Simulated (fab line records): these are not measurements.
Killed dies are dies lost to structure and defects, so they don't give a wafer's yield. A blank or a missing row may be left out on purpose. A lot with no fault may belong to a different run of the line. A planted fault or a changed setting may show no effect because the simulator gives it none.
fab line records -- flow sky130
record: lots: 6, wafers: 18, last-day: 50
route steps=708 shown VIA4@650 METAL5@661 PAD_OPEN@708
lots that met no fault: from a run of the same line without faults
start-h: hours from the record's opening day to when the first of the lot's shown wafers began -- wait-h: how many hours have passed since the lot's step before this one -- " same as the row above -- L1.1+2: a single row standing in for several wafers -- - no value, or no start given -- * or withheld: withheld -- < > ~ a bound
route shown NAME@n: NAME is a module with steps in the file, n the number in the route of the first one -- usual: the fault-free wafers' mean and standard deviation -- same: alike in all rows -- chamber/n: place in a boat -- sites: readings site by site -- _std_site: the standard deviation of these -- _edge_site: outer sites' mean less inner sites' -- radius-mm: how far each site lies from the wafer's centre -- mask NAME#n: copy n -- behind: the most recent tool/chamber to have shaped the wafer -- hold: what put the lot on hold/how long, in hours/how the hold closed -- device: transistor that didn't switch, given as n, p or np -- end of line: at the end of the route, the tests of the same wafers -- a step with no rows: only its recipe -- killed: at the first sort, the dies lost to defects and structure; wafer yield is something else -- map: the dies of a wafer, with x for killed, . for not killed, _ for no die there
set.NAME: the setting as run; set.NAME@STEP: as run at that earlier step -- model.NAME: the simulator's own value behind a step, which no gauge read
lots at some steps of the route; a table a step, a row a wafer
services: a tool's chamber out of use, with start hour (start-h, from the record's first day; less than 0 if before it), hours out, and reason
== steps ==
step: SKY_VIA4_OVL_MEAS_11
usual: VIA4_OVL: 0.0/1.8
lot.wafer,tool,chamber,start-h,wait-h,VIA4_OVL[nm]
L694.3,overlay-01,-,1000.19,0.1,0.8
L694.4,overlay-01,-,1000.19,0.1,0.2
L694.6,overlay-01,-,1000.19,0.1,1.3
L706.3,overlay-01,-,1080.78,0.1,-3.3
L706.4,overlay-01,-,1080.78,0.1,-3.4
L706.5,overlay-01,-,1080.78,0.1,-3.3
L705.2,overlay-02,-,1081.07,0.1,0.6
L705.4,overlay-02,-,1081.07,0.1,1.1
L705.5,overlay-02,-,1081.07,0.1,-0.3
L707.3,overlay-02,-,1090.73,0.1,-0.5
L707.5,overlay-02,-,1090.73,0.1,0.5
L707.6,overlay-02,-,1090.73,0.1,1.6
L708.1,overlay-01,-,1095.48,0.1,0.5
L708.2,overlay-01,-,1095.48,0.1,2.1
L708.3,overlay-01,-,1095.48,0.1,2.7
L716.3,overlay-02,-,1155.42,0.1,0.3
L716.4,overlay-02,-,1155.42,0.1,-0.4
L716.5,overlay-02,-,1155.42,0.1,1.9
step: SKY_VIA4_ETCH_12
recipe: target: SiO2, chemistry: C4F8/O2/Ar, stop-on: TiN, mask-material: NOVOLAK, source-w: 1500, bias-w: 1200, pressure-mtorr: 40, c4f8-flow-sccm: withheld, O2_flow_sccm: 6, Ar_flow_sccm: 300, time-s: withheld, target-depth-a: 5800
usual: chamber-pressure-mTorr: 40.00/0.036, oes-product-au: 0.925/0.0048
lot.wafer,tool,chamber,start-h,wait-h,chamber-pressure-mTorr,oes-product-au
L694.3,rie-diel-02,1,1000.22,0.0,40.04,0.925
L694.4,rie-diel-02,0,1000.22,0.0,40.02,0.930
L694.6,rie-diel-02,0,1000.22,0.0,40.00,0.928
L706.3,rie-diel-01,1,1080.80,0.0,40.02,0.930
L706.4,rie-diel-01,0,1080.80,0.0,39.99,0.915
L706.5,rie-diel-01,3,1080.80,0.0,40.02,0.922
L705.2,rie-diel-04,3,1081.10,0.0,40.01,0.924
L705.4,rie-diel-04,1,1081.10,0.0,40.04,0.925
L705.5,rie-diel-04,0,1081.10,0.0,39.99,0.918
L707.3,rie-diel-02,0,1090.75,0.0,39.95,0.919
L707.5,rie-diel-02,3,1090.75,0.0,40.04,0.932
L707.6,rie-diel-02,0,1090.75,0.0,40.00,0.930
L708.1,rie-diel-04,1,1095.52,0.0,40.01,0.929
L708.2,rie-diel-04,3,1095.52,0.0,39.98,0.924
L708.3,rie-diel-04,2,1095.52,0.0,40.04,0.929
L716.3,rie-diel-01,0,1155.44,0.0,40.01,0.919
L716.4,rie-diel-01,2,1155.44,0.0,40.04,0.926
L716.5,rie-diel-01,0,1155.44,0.0,40.02,0.928
step: SKY_VIA4_STRIP_13
recipe: chemistry: O2/N2, power-w: 1400, pressure-mtorr: 1500, platen-temp-c: withheld, o2-flow-sccm: 3000, n2-flow-sccm: 300, overash-fraction: 0.5
usual: chamber-pressure-mTorr: 1500.1/1.5, drypump-motor-current-A: 5.81/0.24, o2-flow-sccm: 2999/8.9, oes-product-au: 0.710/0.0037, strip-time-to-endpoint-s: 12.81/0.035
lot.wafer,tool,chamber,start-h,wait-h,chamber-pressure-mTorr,drypump-motor-current-A,o2-flow-sccm,oes-product-au,rf-hours-counter-h,strip-time-to-endpoint-s
L694.3,plasma-asher-04,1,1000.32,-,1500.5,5.95,3006,0.704,-,12.85
L694.4,plasma-asher-04,0,1000.32,-,1501.3,5.48,2993,0.713,-,12.79
L694.6,plasma-asher-04,1,1000.32,-,1498.2,5.94,2994,0.710,-,12.84
L706.3,plasma-asher-03,1,1080.91,-,1500.6,5.67,3003,0.711,-,12.77
L706.4,plasma-asher-03,0,1080.91,-,1498.9,6.06,2985,0.713,-,12.83
L706.5,plasma-asher-03,0,1080.91,-,1502.8,6.06,2992,0.705,-,12.82
L705.2,plasma-asher-04,1,1081.17,-,1498.8,5.94,2998,0.711,31,12.82
L705.4,plasma-asher-04,0,1081.17,-,1497.2,5.53,3002,0.711,-,12.76
L705.5,plasma-asher-04,0,1081.17,-,1500.3,5.55,2985,0.712,-,12.83
L707.3,plasma-asher-02,1,1090.86,-,1498.7,5.48,3000,0.713,-,12.81
L707.5,plasma-asher-02,0,1090.86,-,1497.2,6.11,2984,0.706,-,12.79
L707.6,plasma-asher-02,1,1090.86,-,1499.3,5.46,3006,0.709,-,12.77
L708.1,plasma-asher-04,1,1095.59,-,1503.4,5.93,2997,0.708,32,12.77
L708.2,plasma-asher-04,0,1095.59,-,1499.1,5.49,2991,0.707,32,12.82
L708.3,plasma-asher-04,1,1095.59,-,1499.1,5.98,2981,0.706,-,12.82
L716.3,plasma-asher-04,1,1155.55,-,1502.1,5.95,2988,0.711,-,12.82
L716.4,plasma-asher-04,0,1155.55,-,1499.0,5.49,3006,0.710,-,12.78
L716.5,plasma-asher-04,1,1155.55,-,1498.2,5.95,2999,0.716,-,12.83
step: SKY_VIA4_STRIP_14
recipe: chemistry: post-etch-residue-remover, time-s: 1200, temp-c: 72.5
step: SKY_VIA4_CLEAN_15
recipe: chemistry: IPA, time-s: 180, temp-c: 25
step: SKY_VIA4_CLEAN_16
recipe: chemistry: O3/DIW, dry: n2-spin
step: SKY_VIA4_SPUTTER_17
recipe: material: TiN, target-thk-nm: 20, chamber-pressure-pa: 5, power-w: 4000, time-s: 80
step: SKY_VIA4_CVD_18
recipe: material: W, target-thk-nm: 505, time-s: 152.14, temp-c: 400, pressure-torr: 40
usual: heater-power-w: 857/73, susceptor-temp-C: 400.03/0.21
lot.wafer,tool,chamber,start-h,wait-h,heater-power-w,susceptor-temp-C
L694.3,cvd-w-01,1,1001.04,0.1,880,399.96
L694.4,cvd-w-01,0,1001.04,0.1,860,400.20
L694.6,cvd-w-01,1,1001.04,0.1,904,399.96
L706.3,cvd-w-02,0,1081.58,0.1,978,399.84
L706.4,cvd-w-02,1,1081.58,0.1,755,399.97
L706.5,cvd-w-02,0,1081.58,0.1,943,399.71
L705.2,cvd-w-01,1,1081.83,0.0,898,399.87
L705.4,cvd-w-01,1,1081.83,0.0,886,400.19
L705.5,cvd-w-01,1,1081.83,0.0,888,399.97
L707.3,cvd-w-02,1,1091.53,0.1,755,400.14
L707.5,cvd-w-02,1,1091.53,0.1,759,400.30
L707.6,cvd-w-02,0,1091.53,0.1,951,400.01
L708.1,cvd-w-02,1,1096.24,0.0,762,400.33
L708.2,cvd-w-02,1,1096.24,0.0,781,400.13
L708.3,cvd-w-02,1,1096.24,0.0,757,400.19
L716.3,cvd-w-02,1,1156.26,0.1,756,400.12
L716.4,cvd-w-02,0,1156.26,0.1,951,399.97
L716.5,cvd-w-02,0,1156.26,0.1,987,400.29
step: SKY_VIA4_RS_MEAS_19
recipe: thk-meas-gauge: four-point-probe, reads: W_of_VIA4_CVD_18+TiN_of_VIA4_SPUTTER_17
usual: VIA4_W_RS: 0.226/0.003
lot.wafer,tool,chamber,start-h,wait-h,VIA4_W_RS[ohm/sq]
L694.3,film-metro-02,-,1001.18,0.1,0.227
L694.4,film-metro-02,-,1001.18,0.1,0.232
L694.6,film-metro-02,-,1001.18,0.1,0.226
L706.3,film-metro-04,-,1081.72,0.1,0.221
L706.4,film-metro-04,-,1081.72,0.1,0.225
L706.5,film-metro-04,-,1081.72,0.1,0.223
L705.2,film-metro-03,-,1082.00,0.1,0.224
L705.4,film-metro-03,-,1082.00,0.1,0.226
L705.5,film-metro-03,-,1082.00,0.1,0.227
L707.3,film-metro-04,-,1091.68,0.1,0.226
L707.5,film-metro-04,-,1091.68,0.1,0.226
L707.6,film-metro-04,-,1091.68,0.1,0.224
L708.1,film-metro-02,-,1096.55,0.3,0.227
L708.2,film-metro-02,-,1096.55,0.3,0.225
L708.3,film-metro-02,-,1096.55,0.3,0.225
L716.3,film-metro-02,-,1156.40,0.1,0.226
L716.4,film-metro-02,-,1156.40,0.1,0.223
L716.5,film-metro-02,-,1156.40,0.1,0.223
step: SKY_VIA4_THK_MEAS_20
recipe: thk-meas-gauge: xrf, reads: W_of_VIA4_CVD_18
usual: VIA4_W_THK: 511/7.4
lot.wafer,tool,chamber,start-h,wait-h,VIA4_W_THK[nm]
L694.3,film-metro-02,-,1001.28,0.1,510
L694.4,film-metro-02,-,1001.28,0.1,496
L694.6,film-metro-02,-,1001.28,0.1,511
L706.3,film-metro-04,-,1081.82,0.1,520
L706.4,film-metro-04,-,1081.82,0.1,512
L706.5,film-metro-04,-,1081.82,0.1,517
L705.2,film-metro-03,-,1082.11,0.1,514
L705.4,film-metro-03,-,1082.11,0.1,510
L705.5,film-metro-03,-,1082.11,0.1,508
L707.3,film-metro-04,-,1091.78,0.1,510
L707.5,film-metro-04,-,1091.78,0.1,512
L707.6,film-metro-04,-,1091.78,0.1,517
L708.1,film-metro-02,-,1096.67,0.1,512
L708.2,film-metro-02,-,1096.67,0.1,512
L708.3,film-metro-02,-,1096.67,0.1,515
L716.3,film-metro-02,-,1156.50,0.1,510
L716.4,film-metro-02,-,1156.50,0.1,518
L716.5,film-metro-02,-,1156.50,0.1,518
step: SKY_VIA4_CMP_21
recipe: stop-on: SiO2, t-overpolish-s: 25, down-force-psi: 3.5, platen-rpm: 60, target-thk-nm: 0, pad-velocity-m-s: 0.94248
step: SKY_METAL5_SPUTTER_00
recipe: material: Ti, target-thk-nm: 15, power-w: 3000, time-s: 10, chamber-pressure-pa: 0.4
usual: cathode-dc-power-W: 3000.0/0.51, chamber-pressure-pa: 0.3999/0.00079, throttle-valve-pct: 29.6/0.95
lot.wafer,tool,chamber,start-h,wait-h,cathode-dc-power-W,chamber-pressure-pa,throttle-valve-pct
L694.3,pvd-sputter-01,-,1001.62,0.2,3000.9,0.4015,27.8
L694.4,pvd-sputter-01,-,1001.62,0.2,3000.2,0.4004,30.1
L694.6,pvd-sputter-01,-,1001.62,0.2,3000.6,0.3993,29.0
L706.3,pvd-sputter-02,-,1082.16,0.2,2999.9,0.4001,29.3
L706.4,pvd-sputter-02,-,1082.16,0.2,2999.8,0.4014,29.3
L706.5,pvd-sputter-02,-,1082.16,0.2,3000.0,0.4009,30.5
L705.2,pvd-sputter-01,-,1082.46,0.1,2999.4,0.3994,29.2
L705.4,pvd-sputter-01,-,1082.46,0.1,3000.2,0.3990,29.6
L705.5,pvd-sputter-01,-,1082.46,0.1,2999.5,0.3983,27.5
L707.3,pvd-sputter-01,-,1092.54,0.2,3000.9,0.4004,29.2
L707.5,pvd-sputter-01,-,1092.54,0.2,3000.2,0.3992,29.3
L707.6,pvd-sputter-01,-,1092.54,0.2,2999.7,0.4007,30.4
L708.1,pvd-sputter-01,-,1097.03,0.1,3000.9,0.3998,29.0
L708.2,pvd-sputter-01,-,1097.03,0.1,2999.6,0.4002,30.4
L708.3,pvd-sputter-01,-,1097.03,0.1,3000.4,0.3990,29.6
L716.3,pvd-sputter-04,-,1156.84,0.2,3000.5,0.4008,28.4
L716.4,pvd-sputter-04,-,1156.84,0.2,2999.4,0.4015,31.2
L716.5,pvd-sputter-04,-,1156.84,0.2,3000.3,0.3988,29.5
step: SKY_METAL5_SPUTTER_01
recipe: material: TiN, target-thk-nm: 20, power-w: 6500, time-s: 16.7, chamber-pressure-pa: 0.4
usual: cathode-dc-power-W: 6500.1/1.2, chamber-pressure-pa: 0.3999/0.00073, throttle-valve-pct: 29.6/0.97
lot.wafer,tool,chamber,start-h,wait-h,cathode-dc-power-W,chamber-pressure-pa,throttle-valve-pct
L694.3,pvd-sputter-01,-,1001.64,0.0,6499.5,0.4000,27.5
L694.4,pvd-sputter-01,-,1001.64,0.0,6502.4,0.3991,29.9
L694.6,pvd-sputter-01,-,1001.64,0.0,6500.5,0.4000,29.1
L706.3,pvd-sputter-02,-,1082.18,0.0,-,-,-
L706.4,pvd-sputter-02,-,1082.18,0.0,-,-,-
L706.5,pvd-sputter-02,-,1082.18,0.0,-,-,-
L705.2,pvd-sputter-01,-,1082.48,0.0,-,-,-
L705.4,pvd-sputter-01,-,1082.48,0.0,-,-,-
L705.5,pvd-sputter-01,-,1082.48,0.0,-,-,-
L707.3,pvd-sputter-01,-,1092.56,0.0,6500.9,0.3999,28.9
L707.5,pvd-sputter-01,-,1092.56,0.0,6500.6,0.3991,29.1
L707.6,pvd-sputter-01,-,1092.56,0.0,6497.6,0.4007,30.1
L708.1,pvd-sputter-01,-,1097.05,0.0,6499.6,0.3993,29.0
L708.2,pvd-sputter-01,-,1097.05,0.0,6499.6,0.4012,30.2
L708.3,pvd-sputter-01,-,1097.05,0.0,6500.0,0.3996,29.7
L716.3,pvd-sputter-04,-,1156.86,0.0,6500.1,0.4009,28.5
L716.4,pvd-sputter-04,-,1156.86,0.0,6500.9,0.4008,31.2
L716.5,pvd-sputter-04,-,1156.86,0.0,6501.2,0.3995,29.4
step: SKY_METAL5_SPUTTER_02
recipe: material: AlCu, target-thk-nm: 1150, power-w: 10600, time-s: 61.2, chamber-pressure-pa: 0.4
usual: cathode-dc-power-W: 10600/1.8, chamber-pressure-pa: 0.4001/0.00079, throttle-valve-pct: 29.6/0.96
lot.wafer,tool,chamber,start-h,wait-h,cathode-dc-power-W,chamber-pressure-pa,throttle-valve-pct
L694.3,pvd-sputter-01,-,1001.67,0.0,10599,0.3995,27.6
L694.4,pvd-sputter-01,-,1001.67,0.0,10598,0.4003,30.1
L694.6,pvd-sputter-01,-,1001.67,0.0,10601,0.4005,29.0
L706.3,pvd-sputter-02,-,1082.21,0.0,10599,0.3987,29.3
L706.4,pvd-sputter-02,-,1082.21,0.0,10603,0.3998,29.1
L706.5,pvd-sputter-02,-,1082.21,0.0,10601,0.4010,30.4
L705.2,pvd-sputter-01,-,1082.51,0.0,10600,0.4009,29.4
L705.4,pvd-sputter-01,-,1082.51,0.0,10602,0.3987,29.6
L705.5,pvd-sputter-01,-,1082.51,0.0,10598,0.4004,27.6
L707.3,pvd-sputter-01,-,1092.59,0.0,10599,0.3999,29.1
L707.5,pvd-sputter-01,-,1092.59,0.0,10599,0.4012,29.3
L707.6,pvd-sputter-01,-,1092.59,0.0,10602,0.3999,30.0
L708.1,pvd-sputter-01,-,1097.07,0.0,10601,0.3992,29.4
L708.2,pvd-sputter-01,-,1097.07,0.0,10599,0.4006,30.1
L708.3,pvd-sputter-01,-,1097.07,0.0,10600,0.4006,29.6
L716.3,pvd-sputter-04,-,1156.89,0.0,10599,0.3999,28.7
L716.4,pvd-sputter-04,-,1156.89,0.0,10603,0.4012,31.5
L716.5,pvd-sputter-04,-,1156.89,0.0,10601,0.4006,29.7
step: SKY_PAD_OPEN_PROBE_99
usual: defect-limited-yield: 82.8/2.1, killed_at_M0_to_M3: 42/6.6, killed_at_M4_up: 3.1/1.9, killed-at-contacts: 24/5.6, killed-at-front-end: 15/4.8, killed-at-other: 0.3/0.48, killed-dies: 84/10, killed-open: 47/6.8, killed-short: 37/6.8, sort_bin_3_pad_short: 0.9/0.48, sort_bin_5_function: 10.1/1.4, sort_bin_6_memory: 6.2/1.2, sort-n-pass: 408/10, sort-yield-pct: 82.8/2.1
same: gross-dies: 492, killed-at-back-side: 0, sort_bin_4_leakage[%]: 0, sort_bin_8_speed[%]: 0
lot.wafer,tool,chamber,start-h,wait-h,defect-limited-yield[%],killed_at_M0_to_M3,killed_at_M4_up,killed-at-contacts,killed-at-front-end,killed-at-other,killed-dies,killed-open,killed-short,sort_bin_3_pad_short[%],sort_bin_5_function[%],sort_bin_6_memory[%],sort-n-pass,sort-yield-pct[%],model.etest.via4-chain.rc-ohm,model.etest.met5.rs-ohm-sq,model.etest.met5.line-ohm-um
L694.3,prober-01,-,1071.97,0.2,84.1,41,0,19,18,0,78,45,33,0.6,11.6,3.7,414,84.1,0.8042,0.02724,0.01714
L694.4,prober-01,-,1072.02,0.2,82.9,38,5,23,17,1,84,43,41,0.4,10.6,6.1,408,82.9,0.8256,0.02819,0.01778
L694.6,prober-01,-,1072.12,0.2,82.9,36,5,25,18,0,84,44,40,0.8,8.7,7.5,408,82.9,0.7936,0.0274,0.01727
L706.3,prober-01,-,1145.28,0.2,82.5,49,6,23,8,0,86,43,43,1.4,12.0,4.1,406,82.5,0.7819,0.02869,0.0179
L706.4,prober-01,-,1145.33,0.2,78.7,49,3,30,23,0,105,55,50,1.8,12.8,6.7,387,78.7,0.7945,0.02797,0.01738
L706.5,prober-01,-,1145.38,0.2,86.0,42,1,11,15,0,69,43,26,0.2,10.0,3.9,423,86.0,0.7413,0.02808,0.01741
L705.2,prober-01,-,1145.53,0.1,80.1,42,3,30,23,0,98,50,48,2.2,10.4,7.3,394,80.1,0.7551,0.02725,0.017
L705.4,prober-01,-,1145.63,0.2,86.0,28,6,23,12,0,69,43,26,0.2,8.3,5.5,423,86.0,0.7788,0.02765,0.01727
L705.5,prober-01,-,1145.68,0.2,82.9,43,1,23,17,0,84,48,36,0.2,11.2,5.7,408,82.9,0.7968,0.02741,0.01709
L707.3,prober-02,-,1153.58,0.2,83.3,47,0,23,11,1,82,44,38,1.2,8.7,6.7,410,83.3,0.7949,0.02732,0.01713
L707.5,prober-02,-,1153.68,0.2,81.1,48,2,26,17,0,93,58,35,1.2,10.0,7.7,399,81.1,0.7702,0.02688,0.01692
L707.6,prober-02,-,1153.73,0.2,81.3,46,4,28,13,1,92,47,45,1.4,9.8,7.5,400,81.3,0.7955,0.0278,0.01745
L708.1,prober-01,-,1157.46,0.1,81.7,46,2,30,11,1,90,52,38,1.6,10.4,6.3,402,81.7,0.829,0.02722,0.01718
L708.2,prober-01,-,1157.51,0.1,83.9,35,5,26,13,0,79,36,43,0.4,10.2,5.5,413,83.9,0.7941,0.02731,0.01711
L708.3,prober-01,-,1157.56,0.2,83.1,40,3,25,15,0,83,46,37,0.4,10.8,5.7,409,83.1,0.8268,0.02732,0.01724
L716.3,prober-01,-,1205.20,0.2,84.1,42,1,23,12,0,78,47,31,0.2,11.6,4.1,414,84.1,0.7932,0.0273,0.01701
L716.4,prober-01,-,1205.25,0.2,82.7,39,2,27,16,1,85,47,38,0.4,10.4,6.5,407,82.7,0.8249,0.02702,0.01674
L716.5,prober-01,-,1205.30,0.2,82.3,41,6,23,17,0,87,51,36,1.2,8.9,7.5,405,82.3,0.7907,0.02756,0.01716
killed by level:class
L694.3 VIA1:geometric-particle:open=12 CONTACT:geometric-particle:open=9 METAL2:geometric-particle:short=7 POLY_GATE:geometric-particle:open=6 FIELD_ISO:geometric-particle:open=5 CONTACT:geometric-particle:short=4 METAL1:geometric-particle:short=4 FIELD_ISO:geometric-particle:short=3
L694.4 CONTACT:geometric-particle:open=9 VIA1:geometric-particle:open=8 METAL2:geometric-particle:short=6 VIA2:geometric-particle:open=6 METAL1:geometric-particle:short=5 VIA2:geometric-particle:short=5 LOCAL_INTERCONNECT:geometric-particle:short=5 POLY_GATE:geometric-particle:short=4
L694.6 CONTACT:geometric-particle:open=10 VIA1:geometric-particle:open=10 LI_CONTACT:geometric-particle:open=8 POLY_GATE:geometric-particle:short=6 VIA3:geometric-particle:open=5 POLY_GATE:geometric-particle:open=4 METAL4:geometric-particle:short=4 METAL1:geometric-particle:short=4
L706.3 VIA2:geometric-particle:open=9 VIA3:geometric-particle:open=9 CONTACT:geometric-particle:open=7 VIA1:geometric-particle:open=6 CONTACT:geometric-particle:short=6 METAL1:geometric-particle:short=5 METAL4:geometric-particle:short=5 LOCAL_INTERCONNECT:geometric-particle:short=4
L706.4 VIA1:geometric-particle:open=11 VIA1:geometric-particle:short=10 LI_CONTACT:geometric-particle:open=9 METAL1:geometric-particle:short=9 POLY_GATE:geometric-particle:open=7 CONTACT:geometric-particle:open=7 FIELD_ISO:geometric-particle:short=6 VIA3:geometric-particle:open=6
L706.5 VIA1:geometric-particle:open=9 VIA2:geometric-particle:open=8 FIELD_ISO:geometric-particle:open=5 CONTACT:geometric-particle:open=5 VIA1:geometric-particle:short=5 METAL2:geometric-particle:short=5 VIA3:geometric-particle:open=5 LI_CONTACT:geometric-particle:open=4
L705.2 CONTACT:geometric-particle:open=10 VIA1:geometric-particle:open=8 METAL1:geometric-particle:short=6 LOCAL_INTERCONNECT:geometric-particle:short=6 CONTACT:geometric-particle:short=6 FIELD_ISO:geometric-particle:open=5 FIELD_ISO:geometric-particle:short=5 VIA2:geometric-particle:open=5
L705.4 VIA1:geometric-particle:open=11 CONTACT:geometric-particle:open=10 LI_CONTACT:geometric-particle:open=5 VIA3:geometric-particle:open=4 METAL4:geometric-particle:short=4 FIELD_ISO:geometric-particle:open=3 POLY_GATE:geometric-particle:short=3 LOCAL_INTERCONNECT:geometric-particle:short=3
L705.5 VIA3:geometric-particle:open=9 VIA1:geometric-particle:short=8 CONTACT:geometric-particle:open=7 FIELD_ISO:geometric-particle:open=5 CONTACT:geometric-particle:short=5 VIA1:geometric-particle:open=5 VIA2:geometric-particle:open=5 POLY_GATE:geometric-particle:open=4
L707.3 CONTACT:geometric-particle:open=9 METAL1:geometric-particle:short=9 VIA1:geometric-particle:open=9 VIA3:geometric-particle:open=7 LOCAL_INTERCONNECT:geometric-particle:short=6 VIA3:geometric-particle:short=6 FIELD_ISO:geometric-particle:short=4 VIA1:geometric-particle:short=4
L707.5 VIA1:geometric-particle:open=17 CONTACT:geometric-particle:open=11 LI_CONTACT:geometric-particle:open=6 METAL2:geometric-particle:short=5 VIA2:geometric-particle:open=5 VIA3:geometric-particle:open=5 FIELD_ISO:geometric-particle:short=4 POLY_GATE:geometric-particle:open=4
L707.6 VIA1:geometric-particle:open=16 CONTACT:geometric-particle:open=11 METAL1:geometric-particle:short=7 VIA2:geometric-particle:open=7 LI_CONTACT:geometric-particle:open=5 LOCAL_INTERCONNECT:geometric-particle:short=5 FIELD_ISO:geometric-particle:short=4 POLY_GATE:geometric-particle:short=4
L708.1 VIA1:geometric-particle:open=11 METAL2:geometric-particle:short=11 CONTACT:geometric-particle:open=10 VIA3:geometric-particle:open=9 LI_CONTACT:geometric-particle:open=7 FIELD_ISO:geometric-particle:open=4 LI_CONTACT:geometric-particle:short=4 CONTACT:geometric-particle:short=4
L708.2 LI_CONTACT:geometric-particle:open=7 CONTACT:geometric-particle:short=7 CONTACT:geometric-particle:open=7 METAL2:geometric-particle:short=6 METAL1:geometric-particle:short=5 VIA1:geometric-particle:open=5 VIA2:geometric-particle:open=5 POLY_GATE:geometric-particle:short=4
L708.3 VIA1:geometric-particle:open=14 VIA1:geometric-particle:short=8 CONTACT:geometric-particle:open=7 VIA3:geometric-particle:open=6 FIELD_ISO:geometric-particle:short=5 LI_CONTACT:geometric-particle:short=5 FIELD_ISO:geometric-particle:open=4 LI_CONTACT:geometric-particle:open=4
L716.3 LI_CONTACT:geometric-particle:open=9 VIA3:geometric-particle:open=9 CONTACT:geometric-particle:open=8 VIA1:geometric-particle:open=8 VIA1:geometric-particle:short=6 VIA2:geometric-particle:open=5 POLY_GATE:geometric-particle:open=4 POLY_GATE:geometric-particle:short=3
L716.4 LI_CONTACT:geometric-particle:open=11 CONTACT:geometric-particle:open=9 VIA1:geometric-particle:open=7 VIA3:geometric-particle:open=6 VIA1:geometric-particle:short=5 VIA3:geometric-particle:short=5 LOCAL_INTERCONNECT:geometric-particle:short=4 POLY_GATE:geometric-particle:short=4
L716.5 VIA1:geometric-particle:open=11 CONTACT:geometric-particle:open=9 VIA3:geometric-particle:open=8 POLY_GATE:geometric-particle:open=5 CONTACT:geometric-particle:short=5 METAL4:geometric-particle:short=5 FIELD_ISO:geometric-particle:short=4 METAL2:geometric-particle:open=4
== services ==
tool,chamber,start-h,hours,kind
plasma-asher-03,-,988.70,1.8,repair
rie-diel-01,3,1003.96,5.2,repair
pvd-sputter-01,-,1019.03,4.9,repair
rie-diel-02,2,1019.04,7.8,repair
rie-diel-01,-,1023.78,0.5,repair
rie-diel-01,-,1027.65,2.8,pm
pvd-sputter-02,-,1031.99,18.2,repair
plasma-asher-04,-,1043.47,28.1,pm
plasma-asher-03,-,1045.49,0.9,repair
rie-diel-04,0,1049.16,8.0,repair
cvd-w-02,0,1049.30,3.3,repair
cvd-w-01,-,1052.56,0.7,repair
plasma-asher-02,-,1055.25,9.0,pm
plasma-asher-02,-,1060.22,4.8,repair
cvd-w-01,-,1083.94,6.0,pm
plasma-asher-04,-,1085.54,7.0,repair
plasma-asher-04,-,1089.81,0.4,repair
cvd-w-02,0,1094.37,3.1,repair
pvd-sputter-04,-,1099.04,6.1,repair
cvd-w-01,1,1128.91,16.7,repair
plasma-asher-02,-,1132.77,4.9,repair
rie-diel-02,-,1138.18,2.8,pm
pvd-sputter-01,-,1144.31,2.2,repair
pvd-sputter-01,-,1151.29,8.8,repair
== key ==
first-sign: step: SKY_METAL5_SPUTTER_01, reading: tool-record, direction: missing
effect none on later readings
model-effect: step: SKY_PAD_OPEN_PROBE_99, value: etest.via4-chain.rc-ohm, without: 0.8086, struck: 0.7747
met-at SKY_METAL5_SPUTTER_01
struck-wafers L705.2,L705.4,L705.5,L706.3,L706.4,L706.5
onset-between 1001.64 1082.18
fault: kind: skipped-step-whole, tool: pvd-sputter-01,pvd-sputter-02, chamber: -, onset-h: 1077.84, steps: SKY_METAL5_SPUTTER_01, scope: struck-lots-only
